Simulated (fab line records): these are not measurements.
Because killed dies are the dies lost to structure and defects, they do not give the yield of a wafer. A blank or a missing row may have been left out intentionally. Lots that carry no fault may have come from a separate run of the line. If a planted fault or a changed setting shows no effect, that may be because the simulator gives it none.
Which tool did it? || flow sfqLine || 13 lots (39 wafers sampled), 1 step of a 325-step route

== WHAT EACH GAUGE READ, for each wafer ==
The record lacks any reading of a measuring or inspecting step that a usual standard deviation could be used to judge.

== WHICH TOOL RAN EACH LOT (tool, then ch and the chambers of the sampled wafers, then the start) ==
{"lot": "L588", "SFQ_TRILAYER_C5_BARC_OPEN_VIA_ETCH_210": "rieDiel-04 ch 0,1,2, day 76 22:40"}
{"lot": "L589", "SFQ_TRILAYER_C5_BARC_OPEN_VIA_ETCH_210": "rieDiel-02 ch 0,3, day 76 23:52"}
{"lot": "L590", "SFQ_TRILAYER_C5_BARC_OPEN_VIA_ETCH_210": "rieDiel-01 ch 1,2,3, day 77 07:35"}
{"lot": "L593", "SFQ_TRILAYER_C5_BARC_OPEN_VIA_ETCH_210": "rieDiel-04 ch 0,2,3, day 77 21:59"}
{"lot": "L594", "SFQ_TRILAYER_C5_BARC_OPEN_VIA_ETCH_210": "rieDiel-04 ch 1,2,3, day 78 00:23"}
{"lot": "L597", "SFQ_TRILAYER_C5_BARC_OPEN_VIA_ETCH_210": "rieDiel-01 ch 0,1,2, day 79 01:34"}
{"lot": "L598", "SFQ_TRILAYER_C5_BARC_OPEN_VIA_ETCH_210": "rieDiel-01 ch 1,2, day 79 13:37"}
{"lot": "L601", "SFQ_TRILAYER_C5_BARC_OPEN_VIA_ETCH_210": "rieDiel-04 ch 1,2,3, day 80 06:36"}
{"lot": "L606", "SFQ_TRILAYER_C5_BARC_OPEN_VIA_ETCH_210": "rieDiel-01 ch 0,1,2, day 82 01:34"}
{"lot": "L607", "SFQ_TRILAYER_C5_BARC_OPEN_VIA_ETCH_210": "rieDiel-04 ch 0,3, day 82 15:30"}
{"lot": "L608", "SFQ_TRILAYER_C5_BARC_OPEN_VIA_ETCH_210": "rieDiel-02 ch 0,1,2, day 84 16:49"}
{"lot": "L610", "SFQ_TRILAYER_C5_BARC_OPEN_VIA_ETCH_210": "rieDiel-02 ch 0,2,3, day 86 02:40"}
{"lot": "L611", "SFQ_TRILAYER_C5_BARC_OPEN_VIA_ETCH_210": "rieDiel-04 ch 1,3, day 86 03:52"}
- SFQ_TRILAYER_C5_BARC_OPEN_VIA_ETCH_210: etches BARC in O2, target depth 125 nm, time 41.7 s.

== WHAT THE TOOLS THEMSELVES READ (means of the sampled wafers that have a number; where no wafer has one, the mark that the record gives instead) ==
SFQ_TRILAYER_C5_BARC_OPEN_VIA_ETCH_210. Usual: drypumpMotorCurrentA 5.7 A, standard deviation 0.54; oesProductAu 0.684 a.u., standard deviation 0.0049; runLengthS 70.0 s, standard deviation 0.43.
{"lot": "L588", "tool": "rieDiel-04", "drypumpMotorCurrentA (A)": 5.8, "oesProductAu (a.u.)": 0.683, "runLengthS (s)": 70.0, "flag": ""}
{"lot": "L589", "tool": "rieDiel-02", "drypumpMotorCurrentA (A)": 5.5, "oesProductAu (a.u.)": 0.685, "runLengthS (s)": 69.6, "flag": ""}
{"lot": "L590", "tool": "rieDiel-01", "drypumpMotorCurrentA (A)": 5.9, "oesProductAu (a.u.)": 0.686, "runLengthS (s)": 70.2, "flag": ""}
{"lot": "L593", "tool": "rieDiel-04", "drypumpMotorCurrentA (A)": 5.6, "oesProductAu (a.u.)": 0.685, "runLengthS (s)": 70.1, "flag": ""}
{"lot": "L594", "tool": "rieDiel-04", "drypumpMotorCurrentA (A)": 5.5, "oesProductAu (a.u.)": 0.687, "runLengthS (s)": 70.5, "flag": ""}
{"lot": "L597", "tool": "rieDiel-01", "drypumpMotorCurrentA (A)": 6.0, "oesProductAu (a.u.)": 0.681, "runLengthS (s)": 69.9, "flag": ""}
{"lot": "L598", "tool": "rieDiel-01", "drypumpMotorCurrentA (A)": 5.8, "oesProductAu (a.u.)": 0.680, "runLengthS (s)": 70.3, "flag": ""}
{"lot": "L601", "tool": "rieDiel-04", "drypumpMotorCurrentA (A)": 5.5, "oesProductAu (a.u.)": 0.684, "runLengthS (s)": 70.2, "flag": ""}
{"lot": "L606", "tool": "rieDiel-01", "drypumpMotorCurrentA (A)": 6.1, "oesProductAu (a.u.)": 0.669, "runLengthS (s)": 72.3, "flag": "OFF"}
{"lot": "L607", "tool": "rieDiel-04", "drypumpMotorCurrentA (A)": 5.4, "oesProductAu (a.u.)": 0.689, "runLengthS (s)": 69.8, "flag": ""}
{"lot": "L608", "tool": "rieDiel-02", "drypumpMotorCurrentA (A)": 6.1, "oesProductAu (a.u.)": 0.683, "runLengthS (s)": 69.8, "flag": ""}
{"lot": "L610", "tool": "rieDiel-02", "drypumpMotorCurrentA (A)": 5.7, "oesProductAu (a.u.)": 0.682, "runLengthS (s)": 70.0, "flag": ""}
{"lot": "L611", "tool": "rieDiel-04", "drypumpMotorCurrentA (A)": 5.2, "oesProductAu (a.u.)": 0.683, "runLengthS (s)": 70.4, "flag": ""}

== THE ANSWER, worked out from the rows above alone ==
Rule: take the mean of a lot's wafers that have a number; if it is more than 3 standard deviations from the usual mean, the lot is off. A lot without any number at a reading at which 4 lots or more have one is off too. Any other lot the step has rows for is counted as sound. Order of review: gauges by route order, followed by the tools' own readings, for which a lot's mean as printed above is used. The first step at which some lot is off is used, and at that step the reading that is off furthest; a lot without a number counts as furthest.
Off: L606 (SFQ_TRILAYER_C5_BARC_OPEN_VIA_ETCH_210, runLengthS).
A tool fits if, at that step or a process step before it, it ran every lot that is off, and no sound lot after the first of them. One candidate fits, namely rieDiel-01 at SFQ_TRILAYER_C5_BARC_OPEN_VIA_ETCH_210. Its last sound lot is L598 (day 79 13:37), its first lot that is off L606 (day 82 01:34): a fault that began between those two fits.
The tool's own readings at SFQ_TRILAYER_C5_BARC_OPEN_VIA_ETCH_210 bear it out: on the lots that are off they differ by more than 5 times the standard deviation of the sound lots' means. oesProductAu reads 0.669 a.u. there against 0.684 a.u. on the sound lots; runLengthS reads 72.3 s there against 70.1 s on the sound lots.

== WHAT HAD BEEN PUT IN BY THE SIMULATOR ==
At SFQ_TRILAYER_C5_BARC_OPEN_VIA_ETCH_210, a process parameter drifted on rieDiel-01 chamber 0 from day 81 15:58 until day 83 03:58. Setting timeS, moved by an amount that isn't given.
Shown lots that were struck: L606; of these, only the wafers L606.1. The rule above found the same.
